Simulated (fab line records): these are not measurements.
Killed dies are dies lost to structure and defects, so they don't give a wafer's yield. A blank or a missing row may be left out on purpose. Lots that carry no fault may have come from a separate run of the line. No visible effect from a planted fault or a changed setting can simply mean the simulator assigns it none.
fab line records	flow sky130	part 1 of 2: steps 1 to 23 of 32
record: lots: 5	wafers: 15	last_day: 50
route steps=708 shown METAL5@673 PASSIVATION@681 PAD_OPEN@694
lots that met no fault: from a run of the same line without faults
start_h: hours from the record's first day to the start of the lot's first wafer shown	wait_h: hours elapsed since this lot's preceding step	" identical to the entry in the row above	L1.1+2: one row covering several wafers at once	- no value, or no start given	* or withheld: withheld	< > ~ a bound
route shown NAME@n: a module of which the file shows steps, and the number in the route of the first	usual: the fault-free wafers' mean and standard deviation	same: alike in all rows	chamber/n: place in a boat	sites: per-site readings	_std_site: their standard deviation	_edge_site: outer sites' mean less inner sites'	radius_mm: for every site, how far away it sits from the centre of the wafer	mask NAME#n: copy n	behind: the last tool/chamber to shape the wafer	hold: why the lot went on hold/how many hours it stayed there/how the hold came to an end	device: transistor that didn't switch, given as n, p or np	end of line: the route-end tests of the same wafers	a step with no rows: only its recipe	killed: count of dies lost to structure and defects at first sort (not the wafer's yield)	map: a wafer's dies, x killed, . not, _ none there
set.NAME: setting as actually run; set.NAME@STEP: the setting as run at that earlier step	model.NAME: the simulator's own value behind a step, which no gauge read
lots at selected steps of the route; one table per step, one row per wafer
services: the hour from which a tool's chamber was out of use, counted from the record's first day as start_h (under 0 if before that day), plus the number of hours and why
== steps ==
step: SKY_METAL5_PEB_12
recipe: temp_c: withheld	time_s: *	resist: NOVOLAK
usual: exhaust_pa: 44.7/0.97
lot.wafer	tool	chamber	start_h	wait_h	exhaust_pa
L074.1	litho_track-03	0	-	-	43.5
L074.4	"	0	"	"	44.6
L074.5	"	0	"	"	44.2
L075.3	litho_track-04	0	-	-	45.4
L075.5	"	0	"	"	44.5
L075.6	"	0	"	"	44.6
L082.3	litho_track-01	0	-	-	44.3
L082.5	"	0	"	"	42.8
L082.6	"	0	"	"	44.6
L083.3	litho_track-03	0	-	-	43.0
L083.4	"	0	"	"	44.8
L083.5	"	0	"	"	45.0
L097.2	litho_track-04	0	-	-	46.8
L097.4	"	0	"	"	44.3
L097.5	"	0	"	"	43.5
step: SKY_METAL5_DEVELOP_13
recipe: resist: NOVOLAK	developer: TMAH	develop_time_s: 60	dev_temp_c: 23
usual: exhaust_pa: 45.1/0.89
lot.wafer	tool	chamber	start_h	wait_h	exhaust_pa
L074.1	litho_track-03	0	1039.03	0.1	45.4
L074.4	"	0	"	"	44.2
L074.5	"	0	"	"	44.1
L075.3	litho_track-04	0	1055.80	0.1	45.7
L075.5	"	0	"	"	46.0
L075.6	"	0	"	"	47.0
L082.3	litho_track-01	0	1085.76	0.1	45.0
L082.5	"	0	"	"	44.8
L082.6	"	0	"	"	45.3
L083.3	litho_track-03	0	1088.33	0.1	46.2
L083.4	"	0	"	"	46.1
L083.5	"	0	"	"	45.7
L097.2	litho_track-04	0	1158.93	0.1	44.2
L097.4	"	0	"	"	44.2
L097.5	"	0	"	"	45.5
step: SKY_METAL5_DESCUM_14
recipe: chemistry: O2	source_power_w: 150	bias_power_w: 0	pressure_mtorr: 10	temp_c: 40	time_s: 11
usual: drypump_motor_current_A: 5.70/0.2	oes_product_au: 0.997/0.0094	temp_c: 39.99/0.12
lot.wafer	tool	chamber	start_h	wait_h	drypump_motor_current_A	oes_product_au	rf_hours_counter_h	temp_c
L074.1	rie_metal-04	0	1039.18	0.1	5.42	0.994	20	39.90
L074.4	"	1	"	"	5.81	1.004	-	40.31
L074.5	"	0	"	"	5.38	0.996	-	40.07
L075.3	rie_metal-02	0	1055.91	0.1	5.70	0.995	-	39.97
L075.5	"	0	"	"	5.71	0.989	-	40.05
L075.6	"	1	"	"	5.67	0.997	-	40.14
L082.3	rie_metal-02	1	1085.87	0.1	5.66	1.003	-	40.12
L082.5	"	0	"	"	5.69	0.990	-	40.00
L082.6	"	1	"	"	5.65	0.998	-	40.06
L083.3	rie_metal-04	1	1088.44	0.1	5.82	1.000	-	39.87
L083.4	"	0	"	"	5.40	0.986	-	40.00
L083.5	"	0	"	"	5.41	0.996	-	39.89
L097.2	rie_metal-04	1	1159.05	0.1	5.84	1.005	23	40.00
L097.4	"	1	"	"	5.80	0.998	-	39.96
L097.5	"	1	"	"	5.83	0.990	-	40.04
step: SKY_METAL5_METAL_ETCH_15
recipe: target_depth_a: 12600	stop_on: SiO2	over_etch_frac: 0.2	time_s: 252	chemistry: Cl2/BCl3	resist_sidewall_deg: 86	pressure_mtorr: 10	icp_w: 900	bias_w: 48.5	Cl2_flow_sccm: 60	bcl3_flow_sccm: 30
usual: bias_w: 48.49/0.14	drypump_motor_current_A: 5.70/0.2	oes_product_au: 0.894/0.0052	throttle_valve_pct: 22.264/0.0083
lot.wafer	tool	chamber	start_h	wait_h	bias_w	drypump_motor_current_A	oes_product_au	rf_hours_counter_h	throttle_valve_pct
L074.1	rie_metal-04	0	1039.21	0.0	48.19	5.41	0.891	20	22.258
L074.4	"	1	"	"	48.33	5.83	0.900	-	22.255
L074.5	"	0	"	"	48.19	5.41	0.891	-	22.274
L075.3	rie_metal-02	0	1056.01	0.1	48.49	5.70	0.903	-	22.275
L075.5	"	0	"	"	48.23	5.69	0.879	-	22.266
L075.6	"	1	"	"	48.49	5.65	0.891	-	22.275
L082.3	rie_metal-02	1	1085.98	0.1	48.35	5.64	0.885	-	22.259
L082.5	"	0	"	"	48.70	5.70	0.898	-	22.264
L082.6	"	1	"	"	48.78	5.63	0.880	-	22.267
L083.3	rie_metal-04	1	1088.54	0.1	48.41	5.86	0.893	-	22.264
L083.4	"	0	"	"	48.38	5.42	0.889	-	22.277
L083.5	"	0	"	"	48.35	5.42	0.884	-	22.263
L097.2	rie_metal-04	1	1159.08	0.0	48.38	5.77	0.892	23	22.245
L097.4	"	1	"	"	48.47	5.81	0.897	-	22.272
L097.5	"	1	"	"	48.26	5.79	0.898	-	22.265
step: SKY_METAL5_STRIP_16
recipe: chemistry: O2/N2	power_w: 1400	pressure_mtorr: 1500	platen_temp_c: withheld	o2_flow_sccm: 3000	n2_flow_sccm: 300	overash_fraction: 0.5
usual: drypump_motor_current_A: 5.80/0.28	oes_product_au: 0.710/0.0043	strip_time_to_endpoint_s: 13.10/0.13
lot.wafer	tool	chamber	start_h	wait_h	drypump_motor_current_A	oes_product_au	rf_hours_counter_h	strip_time_to_endpoint_s
L074.1	plasma_asher-01	1	1039.45	0.2	5.62	0.708	126	13.15
L074.4	"	1	"	"	5.61	0.702	-	13.10
L074.5	"	1	"	"	5.61	0.715	-	13.19
L075.3	plasma_asher-03	1	1056.20	0.1	5.43	0.700	-	13.20
L075.5	"	0	"	"	5.27	0.714	-	13.19
L075.6	"	1	"	"	5.44	0.714	-	13.18
L082.3	plasma_asher-02	0	1086.17	0.1	5.75	0.708	-	13.06
L082.5	"	1	"	"	6.12	0.705	-	13.30
L082.6	"	0	"	"	5.76	0.707	-	13.04
L083.3	plasma_asher-02	1	1088.73	0.1	6.07	0.707	-	13.12
L083.4	"	0	"	"	5.75	0.707	-	13.37
L083.5	"	0	"	"	5.75	0.713	-	13.31
L097.2	plasma_asher-03	1	1159.32	0.2	5.43	0.707	101	13.06
L097.4	"	1	"	"	5.43	0.710	-	12.99
L097.5	"	0	"	"	5.32	0.714	-	13.11
step: SKY_METAL5_STRIP_17
recipe: chemistry: post_etch_residue_remover	time_s: 1200	temp_c: 72.5
usual: temp_c: 72.53/0.13
lot.wafer	tool	chamber	start_h	wait_h	temp_c
L074.1	wet_bench-01	3	1039.55	0.1	72.72
L074.4	"	3	"	"	72.73
L074.5	"	3	"	"	72.49
L075.3	wet_bench-03	1	1056.29	0.1	72.26
L075.5	"	1	"	"	72.45
L075.6	"	1	"	"	72.25
L082.3	wet_bench-02	1	1086.23	0.0	72.43
L082.5	"	1	"	"	72.64
L082.6	"	1	"	"	72.56
L083.3	wet_bench-02	3	1088.80	0.0	72.67
L083.4	"	3	"	"	72.69
L083.5	"	3	"	"	72.58
L097.2	wet_bench-03	3	1159.42	0.1	72.56
L097.4	"	3	"	"	72.37
L097.5	"	3	"	"	72.49
step: SKY_METAL5_CLEAN_18
recipe: chemistry: IPA	time_s: 180	temp_c: 25
usual: temp_c: 25.01/0.092
lot.wafer	tool	chamber	start_h	wait_h	temp_c
L074.1	wet_bench-02	0	1039.92	0.0	24.92
L074.4	"	0	"	"	25.03
L074.5	"	0	"	"	24.94
L075.3	wet_bench-01	2	1056.63	0.0	24.93
L075.5	"	2	"	"	25.01
L075.6	"	2	"	"	25.02
L082.3	wet_bench-01	2	1086.57	0.0	25.22
L082.5	"	2	"	"	25.00
L082.6	"	2	"	"	25.13
L083.3	wet_bench-01	1	1089.14	0.0	25.02
L083.4	"	1	"	"	25.10
L083.5	"	1	"	"	25.02
L097.2	wet_bench-02	3	1159.76	0.0	24.80
L097.4	"	3	"	"	25.04
L097.5	"	3	"	"	25.00
step: SKY_METAL5_CLEAN_19
recipe: chemistry: O3/DIW	dry: n2_spin
lot.wafer	tool	chamber	start_h	wait_h
L074.1+4+5	wet_bench-01	2	1039.98	0.0
L075.3+5+6	wet_bench-02	1	1056.69	0.0
L082.3+5+6	wet_bench-03	2	1086.63	0.0
L083.3+4+5	wet_bench-03	3	1089.20	0.0
L097.2+4+5	wet_bench-03	1	1159.82	0.0
step: SKY_PASSIVATION_CVD_00
recipe: material: SiO2	target_thk_nm: 90	temp_c: 400	time_s: withheld	rf_w: 600
usual: heater_power_w: 674/120
lot.wafer	tool	chamber	start_h	wait_h	heater_power_w
L074.1	pecvd-01	2	1040.08	0.0	702
L074.4	"	1	"	"	713
L074.5	"	2	"	"	698
L075.3	pecvd-04	1	1056.78	0.0	500
L075.5	"	1	"	"	509
L075.6	"	0	"	"	738
L082.3	pecvd-04	0	1086.72	0.0	787
L082.5	"	0	"	"	784
L082.6	"	2	"	"	807
L083.3	pecvd-03	0	1089.29	0.0	496
L083.4	"	1	"	"	521
L083.5	"	0	"	"	502
L097.2	pecvd-01	2	1159.91	0.0	600
L097.4	"	2	"	"	631
L097.5	"	1	"	"	786
step: SKY_PASSIVATION_THK_MEAS_01
recipe: reads: SiO2_of_PASSIVATION_CVD_00
usual: PASSIVATION_CVD_00_THK: 90.2/1.4
lot.wafer	tool	chamber	start_h	wait_h	PASSIVATION_CVD_00_THK[nm]
L074.1	film_metro-03	-	1040.10	-	89.9
L074.4	"	-	"	"	91.8
L074.5	"	-	"	"	91.5
L075.3	film_metro-01	-	1056.84	-	86.6
L075.5	"	-	"	"	89.2
L075.6	"	-	"	"	91.5
L082.3	film_metro-01	-	1086.77	-	90.9
L082.5	"	-	"	"	91.9
L082.6	"	-	"	"	91.4
L083.3	film_metro-01	-	1089.33	-	88.8
L083.4	"	-	"	"	89.6
L083.5	"	-	"	"	90.0
L097.2	film_metro-01	-	1159.94	-	90.3
L097.4	"	-	"	"	91.7
L097.5	"	-	"	"	92.5
step: SKY_PASSIVATION_CVD_02
recipe: material: Si3N4	target_thk_nm: 540	temp_c: 400	time_s: withheld	rf_w: 450
usual: heater_power_w: 681/110
lot.wafer	tool	chamber	start_h	wait_h	heater_power_w
L074.1	pecvd-04	0	1040.16	0.1	730
L074.4	"	1	"	"	484
L074.5	"	2	"	"	800
L075.3	pecvd-03	0	1056.88	0.0	532
L075.5	"	2	"	"	671
L075.6	"	1	"	"	645
L082.3	pecvd-01	2	1086.81	0.0	718
L082.5	"	0	"	"	729
L082.6	"	1	"	"	847
L083.3	pecvd-04	1	1089.48	0.1	530
L083.4	"	0	"	"	833
L083.5	"	1	"	"	563
L097.2	pecvd-03	2	1159.99	0.0	721
L097.4	"	2	"	"	585
L097.5	"	1	"	"	608
step: SKY_PASSIVATION_THK_MEAS_03
recipe: reads: Si3N4_of_PASSIVATION_CVD_02
usual: PASSIVATION_CVD_02_THK: 537/7.3
lot.wafer	tool	chamber	start_h	wait_h	PASSIVATION_CVD_02_THK[nm]
L074.1	film_metro-04	-	1040.39	-	526
L074.4	"	-	"	"	544
L074.5	"	-	"	"	529
L075.3	film_metro-01	-	1057.12	-	538
L075.5	"	-	"	"	554
L075.6	"	-	"	"	541
L082.3	film_metro-03	-	1087.05	-	530
L082.5	"	-	"	"	544
L082.6	"	-	"	"	538
L083.3	film_metro-01	-	1089.73	-	551
L083.4	"	-	"	"	543
L083.5	"	-	"	"	544
L097.2	film_metro-03	-	1160.23	-	541
L097.4	"	-	"	"	543
L097.5	"	-	"	"	535
step: SKY_PASSIVATION_DEHYDRATE_04
recipe: temp_c: 200	time_s: 60
usual: exhaust_pa: 45.0/0.85
lot.wafer	tool	chamber	start_h	wait_h	exhaust_pa
L074.1	litho_track-02	0	1050.86	10.5	45.0
L074.4	"	0	"	"	44.0
L074.5	"	0	"	"	44.7
L075.3	litho_track-02	0	1067.21	10.1	45.1
L075.5	"	0	"	"	44.7
L075.6	"	0	"	"	44.9
L082.3	litho_track-02	0	1097.41	10.3	44.6
L082.5	"	0	"	"	45.2
L082.6	"	0	"	"	44.9
L083.3	litho_track-02	0	1099.66	9.9	44.3
L083.4	"	0	"	"	43.5
L083.5	"	0	"	"	46.8
L097.2	litho_track-02	0	1168.58	8.3	43.7
L097.4	"	0	"	"	44.6
L097.5	"	0	"	"	44.1
step: SKY_PASSIVATION_HMDS_05
recipe: prime_time_s: 60	prime_temp_c: 120
usual: exhaust_pa: 45.1/0.8
lot.wafer	tool	chamber	start_h	wait_h	exhaust_pa
L074.1	litho_track-02	0	1051.01	0.1	45.6
L074.4	"	0	"	"	45.5
L074.5	"	0	"	"	45.1
L075.3	litho_track-02	0	1067.36	0.1	46.0
L075.5	"	0	"	"	46.7
L075.6	"	0	"	"	45.9
L082.3	litho_track-02	0	1097.56	0.1	42.9
L082.5	"	0	"	"	44.0
L082.6	"	0	"	"	45.7
L083.3	litho_track-02	0	1099.81	0.1	44.6
L083.4	"	0	"	"	45.8
L083.5	"	0	"	"	45.7
L097.2	litho_track-02	0	1168.73	0.1	45.0
L097.4	"	0	"	"	45.7
L097.5	"	0	"	"	46.5
step: SKY_PASSIVATION_COAT_06
recipe: spin_rpm: 2000	resist_thk_nm: 3000
usual: exhaust_pa: 44.9/0.92
lot.wafer	tool	chamber	start_h	wait_h	exhaust_pa
L074.1	litho_track-02	0	1051.16	0.1	46.4
L074.4	"	0	"	"	45.4
L074.5	"	0	"	"	45.4
L075.3	litho_track-02	0	1067.51	0.1	44.2
L075.5	"	0	"	"	45.8
L075.6	"	0	"	"	44.4
L082.3	litho_track-02	0	1097.71	0.1	45.1
L082.5	"	0	"	"	44.6
L082.6	"	0	"	"	44.4
L083.3	litho_track-02	0	1099.96	0.1	43.7
L083.4	"	0	"	"	43.4
L083.5	"	0	"	"	44.2
L097.2	litho_track-02	0	1168.88	0.1	43.6
L097.4	"	0	"	"	43.7
L097.5	"	0	"	"	43.7
step: SKY_PASSIVATION_SOFTBAKE_07
recipe: temp_c: 110	time_s: withheld
usual: exhaust_pa: 45.1/0.92
lot.wafer	tool	chamber	start_h	wait_h	exhaust_pa
L074.1	litho_track-02	0	1051.31	0.1	46.4
L074.4	"	0	"	"	45.3
L074.5	"	0	"	"	46.2
L075.3	litho_track-02	0	1067.67	0.1	45.6
L075.5	"	0	"	"	44.2
L075.6	"	0	"	"	44.1
L082.3	litho_track-02	0	1097.87	0.1	45.9
L082.5	"	0	"	"	45.4
L082.6	"	0	"	"	45.2
L083.3	litho_track-02	0	1100.12	0.1	45.3
L083.4	"	0	"	"	46.4
L083.5	"	0	"	"	43.1
L097.2	litho_track-02	0	1169.04	0.1	44.8
L097.4	"	0	"	"	45.0
L097.5	"	0	"	"	44.9
step: SKY_PASSIVATION_EXPOSE_08
recipe: mask_id: NSM	target_cd_nm: 3000	na: 0.57	dose_mj: 260
usual: reticle_temp_C: 23.00/0.11
lot.wafer	tool	chamber	start_h	wait_h	mask	reticle_temp_C
L074.1	iline_stepper-02	0	-	-	NSM#0	23.05
L074.4	"	0	"	"	NSM#0	23.05
L074.5	"	0	"	"	NSM#0	22.82
L075.3	iline_stepper-01	0	-	-	NSM#0	22.84
L075.5	"	0	"	"	NSM#0	22.89
L075.6	"	0	"	"	NSM#0	23.05
L082.3	iline_stepper-01	0	-	-	NSM#0	23.24
L082.5	"	0	"	"	NSM#0	23.04
L082.6	"	0	"	"	NSM#0	22.95
L083.3	iline_stepper-01	0	-	-	NSM#0	22.89
L083.4	"	0	"	"	NSM#0	22.92
L083.5	"	0	"	"	NSM#0	22.94
L097.2	iline_stepper-01	0	-	-	NSM#0	22.86
L097.4	"	0	"	"	NSM#0	22.86
L097.5	"	0	"	"	NSM#0	22.89
step: SKY_PASSIVATION_PEB_09
recipe: temp_c: 115	time_s: withheld
usual: exhaust_pa: 44.7/0.88
lot.wafer	tool	chamber	start_h	wait_h	exhaust_pa
L074.1	litho_track-03	0	-	-	45.5
L074.4	"	0	"	"	45.3
L074.5	"	0	"	"	44.3
L075.3	litho_track-04	0	-	-	44.1
L075.5	"	0	"	"	45.4
L075.6	"	0	"	"	45.1
L082.3	litho_track-04	0	-	-	45.2
L082.5	"	0	"	"	44.2
L082.6	"	0	"	"	44.0
L083.3	litho_track-03	0	-	-	45.2
L083.4	"	0	"	"	45.8
L083.5	"	0	"	"	45.6
L097.2	litho_track-04	0	-	-	44.5
L097.4	"	0	"	"	42.6
L097.5	"	0	"	"	44.5
step: SKY_PASSIVATION_DEVELOP_10
recipe: develop_time_s: 60	dev_temp_c: 23
usual: exhaust_pa: 45.0/0.71
lot.wafer	tool	chamber	start_h	wait_h	exhaust_pa
L074.1	litho_track-03	0	-	-	44.1
L074.4	"	0	"	"	44.5
L074.5	"	0	"	"	44.8
L075.3	litho_track-04	0	-	-	44.5
L075.5	"	0	"	"	44.7
L075.6	"	0	"	"	44.4
L082.3	litho_track-04	0	-	-	46.3
L082.5	"	0	"	"	44.5
L082.6	"	0	"	"	43.9
L083.3	litho_track-03	0	-	-	45.6
L083.4	"	0	"	"	45.4
L083.5	"	0	"	"	44.1
L097.2	litho_track-04	0	-	-	44.8
L097.4	"	0	"	"	46.0
L097.5	"	0	"	"	44.9
step: SKY_PASSIVATION_ETCH_11
recipe: chemistry: CF4/O2	target_depth_nm: 725	stop_on: AlCu	source_w: 800	bias_w: 150	pressure_mtorr: 150	cf4_flow_sccm: 80	O2_flow_sccm: 10	time_s: 161.1
usual: bias_w: 149.9/0.45	cf4_flow_sccm: 79.98/0.25	drypump_motor_current_A: 5.9/0.35	oes_product_au: 0.976/0.0072	throttle_valve_pct: 5.964/0.0086
lot.wafer	tool	chamber	start_h	wait_h	bias_w	cf4_flow_sccm	drypump_motor_current_A	oes_product_au	rf_hours_counter_h	throttle_valve_pct
L074.1	rie_diel-03	2	1062.48	-	149.9	80.11	6.1	0.964	8	5.964
L074.4	"	3	"	"	150.0	79.73	5.8	0.988	25	5.967
L074.5	"	0	"	"	149.6	79.74	5.5	0.972	-	5.966
L075.3	rie_diel-04	0	1077.90	-	150.9	79.73	5.5	0.966	7	5.968
L075.5	"	3	"	"	151.1	79.89	5.9	0.992	-	5.973
L075.6	"	2	"	"	150.6	80.25	6.2	0.977	-	5.967
L082.3	rie_diel-03	2	1108.40	-	149.4	80.18	6.1	0.971	10	5.965
L082.5	"	0	"	"	150.8	79.96	5.5	0.985	-	5.970
L082.6	"	1	"	"	150.6	79.60	5.7	0.977	-	5.966
L083.3	rie_diel-04	1	1110.08	-	149.3	79.68	6.4	0.987	13	5.959
L083.4	"	2	"	"	150.2	79.71	6.1	0.981	10	5.969
L083.5	"	3	"	"	149.6	79.88	5.9	0.984	-	5.966
L097.2	rie_diel-01	0	1177.25	-	149.7	80.44	5.8	0.977	25	5.981
L097.4	"	1	"	"	150.0	80.13	6.6	0.973	19	5.959
L097.5	"	0	"	"	149.2	80.20	5.8	0.976	-	5.961
step: SKY_PASSIVATION_STRIP_12
recipe: chemistry: O2/N2	power_w: 1400	pressure_mtorr: 1500	platen_temp_c: withheld	overash_fraction: 0.7	o2_flow_sccm: 3000	n2_flow_sccm: 300
usual: drypump_motor_current_A: 5.8/0.46	oes_product_au: 0.661/0.0043	strip_time_to_endpoint_s: 31.50/0.11
lot.wafer	tool	chamber	start_h	wait_h	drypump_motor_current_A	oes_product_au	rf_hours_counter_h	strip_time_to_endpoint_s
L074.1	plasma_asher-04	0	1062.58	0.1	6.2	0.655	60	31.42
L074.4	"	1	"	"	4.8	0.664	-	31.39
L074.5	"	0	"	"	6.3	0.655	-	31.57
L075.3	plasma_asher-04	0	1078.04	0.1	6.2	0.659	-	31.58
L075.5	"	1	"	"	4.8	0.664	-	31.49
L075.6	"	0	"	"	6.2	0.675	-	31.65
L082.3	plasma_asher-02	0	1108.54	0.1	5.7	0.658	-	31.49
L082.5	"	1	"	"	6.1	0.666	-	31.58
L082.6	"	0	"	"	5.7	0.662	-	31.47
L083.3	plasma_asher-01	1	1110.22	0.1	5.6	0.665	-	31.47
L083.4	"	0	"	"	6.2	0.664	-	31.46
L083.5	"	1	"	"	5.6	0.661	-	31.57
L097.2	plasma_asher-01	0	1177.36	0.1	6.1	0.662	11	31.32
L097.4	"	0	"	"	6.2	0.662	-	31.61
L097.5	"	1	"	"	5.6	0.658	-	31.52
step: SKY_PAD_OPEN_DEHYDRATE_00
recipe: temp_c: 200	time_s: 60
usual: exhaust_pa: 45.0/0.84
lot.wafer	tool	chamber	start_h	wait_h	exhaust_pa
L074.1	litho_track-04	0	1073.05	10.4	44.3
L074.4	"	0	"	"	44.6
L074.5	"	0	"	"	46.1
L075.3	litho_track-02	0	1087.96	9.9	44.5
L075.5	"	0	"	"	46.4
L075.6	"	0	"	"	45.6
L082.3	litho_track-01	0	1117.66	9.1	44.8
L082.5	"	0	"	"	44.3
L082.6	"	0	"	"	46.0
L083.3	litho_track-02	0	1119.86	9.6	46.2
L083.4	"	0	"	"	45.0
L083.5	"	0	"	"	45.3
L097.2	litho_track-04	0	1185.37	8.0	44.2
L097.4	"	0	"	"	44.9
L097.5	"	0	"	"	44.4
step: SKY_PAD_OPEN_HMDS_01
recipe: prime_time_s: 62.92	prime_temp_c: 120
usual: exhaust_pa: 45.1/0.97
lot.wafer	tool	chamber	start_h	wait_h	exhaust_pa
L074.1	litho_track-04	0	1073.20	0.1	47.9
L074.4	"	0	"	"	47.2
L074.5	"	0	"	"	47.0
L075.3	litho_track-02	0	1088.11	0.1	45.8
L075.5	"	0	"	"	44.9
L075.6	"	0	"	"	46.1
L082.3	litho_track-01	0	1117.81	0.1	44.5
L082.5	"	0	"	"	45.7
L082.6	"	0	"	"	44.6
L083.3	litho_track-02	0	1120.01	0.1	45.1
L083.4	"	0	"	"	45.2
L083.5	"	0	"	"	45.0
L097.2	litho_track-04	0	1185.52	0.1	44.6
L097.4	"	0	"	"	43.9
L097.5	"	0	"	"	43.6
